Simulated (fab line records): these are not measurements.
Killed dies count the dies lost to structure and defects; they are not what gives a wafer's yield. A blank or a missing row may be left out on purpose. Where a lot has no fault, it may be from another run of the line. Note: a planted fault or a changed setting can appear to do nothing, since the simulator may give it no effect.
Problem report, 8D (eight disciplines) form, completed by code    flow gf180mcu    the parts of the form that need people (team, actions taken, sign-off) are left out

1. THE PROBLEM
HV_LDD_TW at GF_HV_LDD_TW_MEAS_11 reads a mean of 2297 on 6 wafers of 2 lots; wafers without a fault read 2419 with a standard deviation of 12. That puts it -10 standard deviations away from the usual mean.
Seen first at day 13 21:11 on film-metro-03, wafer L466.1. The record holds 39 wafers of 13 lots with a number at this step. Rule for "out" (also "out of limits"): further than 4 standard deviations from the usual mean. All remaining wafers that have a number are taken as sound.

2. WHAT IT IS, AND WHAT IT ISN'T
question                     is                            is not
which readings at this step  HV_LDD_TW                     -
which lots                   L466, L467                    L454, L455, L456, L462, L464, L470, L471, L472, L474, L475, L476
which wafers of those lots   all that have a number        -
read on which gauges         film-metro-03, film-metro-04  film-metro-01
when                         from day 13 21:11             up to then (15 sound wafers); but 18 sound wafers of L470, L471, L472, L474, L475, L476 came after

3. WHAT RULES OUT EACH SUSPECT
Counting: any tool at a process step up to the reading is kept as a suspect provided that every lot that is out went through it and no sound lot did after the first of them.
- ruled out: the gauge at GF_HV_LDD_TW_MEAS_11. The wafers that are out were read on 2 gauges (film-metro-03, film-metro-04).
- implanter-02 at GF_HV_LDD_IMPLANT_09: ruled out as a lasting fault. The sound lots L476 went through it after L466, its earliest lot that is out (day 13 20:56).
Left after counting: nothing in the record.

4. THE CAUSE (what the simulator had put in)
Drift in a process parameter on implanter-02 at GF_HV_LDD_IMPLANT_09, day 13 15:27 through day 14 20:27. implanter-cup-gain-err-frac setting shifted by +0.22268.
The count ruled it out by mistake, since the rule takes a fault to strike every lot its tool runs from the start of the fault on, and this one did not do so.

5. SEQUENCE OF EFFECTS, ordered by route
One row per reading whose mean, taken over the struck wafers that have a number, lies over 3 standard deviations from the usual. Only readings for which the record gives a usual standard deviation are gone through. hours: the time from each lot's start at the first step in this table that gives one to its start at this step, as a median over the lots. sigmas: the change in usual standard deviations.
hours  step                  reading             usual         on struck wafers  change  sigmas
0      GF_HV_LDD_IMPLANT_09  beam-on-s           10.02 s       8.25              -1.77   -8.4
0      GF_HV_LDD_IMPLANT_09  faraday-current-uA  563           684               +120    +11
0      GF_HV_LDD_TW_MEAS_11  HV_LDD_TW           2419          2297              -122    -10
66     GF_HV_LDD_RS_MEAS_53  HV_LDD_RS           418.6 ohm/sq  455.0             +36.4   +36
It contains these process steps:
- GF_HV_LDD_IMPLANT_09

6. HOW IT WOULD HAVE BEEN CAUGHT EARLIER
6 hours passed between the start of the fault at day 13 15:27 and the first reading out of limits at a measuring or inspecting step in this record, taken at day 13 21:11.
At GF_HV_LDD_IMPLANT_09, the tool's own readings (beam-on-s, faraday-current-uA) were out on each struck wafer the step has a row for, so an alarm limit on them would have fired on the first such wafer.
